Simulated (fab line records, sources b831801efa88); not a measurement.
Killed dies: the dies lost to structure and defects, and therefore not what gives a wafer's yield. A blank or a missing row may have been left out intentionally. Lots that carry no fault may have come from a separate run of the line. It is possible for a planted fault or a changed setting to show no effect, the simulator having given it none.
A struck lot beside a sound one    flow sky130    38 steps out of a route of 708
Sound: these wafers, L780.2, L780.3, L780.5. Struck: wafers L786.3, L786.4. The cause is named last.
Order at every step that has rows: each side's tool, ch and its chambers, its first start. Under that, the readings that differ: sound wafers    struck wafers    difference of the means    sigmas: that difference in standard deviations of wafers without a fault.
alike: words and numbers the same on both sides, and readings whose means are apart by under 2 such deviations; not compared: readings that were withheld, readings missing a value for some wafer, numbers with overlapping values and no deviation given by the record, and bounds like >300 which may hide the same value.
Wherever a step has rows on one side only, a row that says differs or no value, or a row with sigmas, the two part there. Numbers that don't overlap but have no deviation are shown without sigmas and don't part them. A reading that every wafer of one side lacks parts them only if that side has two wafers or more.

first, 9 steps without rows for these wafers: SKY_VIA2_SPUTTER_20 (material TiN, target thk 20 nm, time 80 s); SKY_VIA2_CVD_21 (deposits W, target thk 420 nm, time 126.4 s); SKY_VIA2_CMP_24 (polishes, stops on SiO2, t overpolish 20 s, target thk 0 nm); SKY_METAL3_SPUTTER_00 (material Ti, target thk 15 nm, time 10 s); SKY_METAL3_SPUTTER_01 (material TiN, target thk 20 nm, time 16.7 s); SKY_METAL3_SPUTTER_02 (material AlCu, target thk 735 nm, time 39.1 s); SKY_METAL3_SPUTTER_03 (material Ti, target thk 5 nm, time 3.3 s); SKY_METAL3_SPUTTER_04 (material TiN, target thk 70 nm, time 58.3 s); SKY_CAPM_CVD_00 (deposits SiO2, target thk 15.5 nm).
SKY_CAPM_SPUTTER_02: material TiN, target thk 200 nm, time 166.7 s.
  struck on pvd-sputter-04, day 39 02:25; sound on pvd-sputter-04, day 37 04:39
reading                                   sound              struck       difference  sigmas
model.TiN_of_CAPM_SPUTTER_02.thk-nm (nm)  198.4 199.1 199.8  144.5 142.1  -55.8       
  alike: throttle-valve-pct
SKY_CAPM_RS_MEAS_03: measures by four-point-probe.
  struck on film-metro-04, day 39 02:34; sound on film-metro-02, day 37 04:47
reading               sound           struck     difference  sigmas
CAPM_TIN_RS (ohm/sq)  6.99 6.95 6.94  9.66 9.80  +2.77       +32
SKY_CAPM_THK_MEAS_04: measures by xrf.
  struck on film-metro-04, day 39 02:40; sound on film-metro-02, day 37 04:53
reading            sound              struck       difference  sigmas
CAPM_TIN_THK (nm)  196.7 197.6 198.2  142.6 139.5  -56.4       -25
then, 7 steps without rows for these wafers: SKY_CAPM_DEHYDRATE_05 (time 60 s); SKY_CAPM_HMDS_06 (prime time 60 s); SKY_CAPM_COAT_07 (resist thk 1140 nm); SKY_CAPM_SOFTBAKE_08 (time 60 s); SKY_CAPM_EXPOSE_09 (exposes mask CAPM, target cd 1000 nm); SKY_CAPM_PEB_10; SKY_CAPM_DEVELOP_11 (develop time 60 s).
SKY_CAPM_METAL_ETCH_13: etches TiN in Cl2/BCl3, stops on SiO2, target depth 220 nm, time 62.9 s.
  sound on rie-metal-02 ch 0,1, day 38 06:24; struck on rie-metal-02 ch 0,1, day 40 03:24
reading                 sound                 struck         difference  sigmas
oes-product-au (a.u.)   0.933 0.939 0.939     0.784 0.772    -0.159      -19
throttle-valve-pct (%)  21.902 21.899 21.894  22.014 21.996  +0.107      +11
  alike: drypump-motor-current-A
  not compared: rf-hours-counter-h
then, 16 steps without rows for these wafers: SKY_CAPM_STRIP_14 (strips in O2/N2); SKY_CAPM_STRIP_15 (strips in post etch residue remover, time 1200 s); SKY_CAPM_CLEAN_16 (cleans in IPA, time 180 s); SKY_CAPM_CLEAN_17 (cleans in O3/DIW); SKY_METAL3_DEHYDRATE_05 (time 60 s); SKY_METAL3_HMDS_06 (prime time 60 s); SKY_METAL3_COAT_07 (resist thk 60 nm); SKY_METAL3_COAT_08 (resist thk 1140 nm); SKY_METAL3_SOFTBAKE_09 (time 90 s); SKY_METAL3_EXPOSE_10 (exposes mask MM3, target cd 300 nm); SKY_METAL3_PEB_11; SKY_METAL3_DEVELOP_12 (develop time 60 s); SKY_METAL3_DESCUM_15 (chemistry O2, time 8 s); SKY_METAL3_ETCH_16 (etches BARC in N2/H2, stops on SiO2, time 88.2 s, target depth 60 nm); SKY_METAL3_ETCH_17 (etches SiO2 in C4F8/O2/Ar, stops on TiN, time 3.9 s, target depth 15 nm); SKY_METAL3_METAL_ETCH_18 (etches the open film in Cl2/BCl3, stops on SiO2, target depth 845 nm, time 183.1 s).
SKY_METAL3_STRIP_20: strips in post etch residue remover, time 1200 s.
  sound on wet-bench-03 ch 0, day 39 08:42; struck on wet-bench-03 ch 0, day 41 04:34
reading                                   sound              struck       difference  sigmas
model.TiN_of_CAPM_SPUTTER_02.thk-nm (nm)  197.6 198.3 198.9  143.7 141.3  -55.8       
-- the record jumps here: 7 days lie between the struck wafers' starts before and after (it left off in module METAL3 and takes up again in module PAD_OPEN, whose first step shown is number 708 of the route) --
SKY_PAD_OPEN_PROBE_99:
  struck on prober-02, day 48 00:16; sound on prober-02, day 46 12:04
reading                               sound                struck         difference  sigmas
defect-limited-yield (%)              78.5 80.9 78.3       83.9 83.3      +4.4        +2
killed_at_M0_to_M3                    58 49 60             31 40          -20         -3
killed-dies                           106 94 107           79 82          -22         -2
killed-open                           56 60 60             44 42          -16         -2
sort-n-pass                           386 398 385          413 410        +22         +2
sort-yield-pct (%)                    78.5 80.9 78.3       83.9 83.3      +4.4        +2
model.etest.cap-mim.plate-ohm-sq      6.068 6.034 6.029    8.296 8.389    +2.299      
model.etest.cap-mim.bv-v (V)          14.01 14.37 14.29    12.77 12.9     -1.39       
model.etest.cap-mim.leak-log10-a-cm2  -9.08 -8.991 -8.938  -8.552 -8.348  +0.553      
  alike: killed_at_M4_up, killed-at-contacts, killed-at-front-end, killed-at-other, killed-short, sort_bin_3_pad_short, sort_bin_5_function, sort_bin_6_memory

WHERE THEY PART
Last at SKY_PAD_OPEN_PROBE_99 as far as this record goes, first at SKY_CAPM_RS_MEAS_03.

WHY: whatever the simulator had introduced
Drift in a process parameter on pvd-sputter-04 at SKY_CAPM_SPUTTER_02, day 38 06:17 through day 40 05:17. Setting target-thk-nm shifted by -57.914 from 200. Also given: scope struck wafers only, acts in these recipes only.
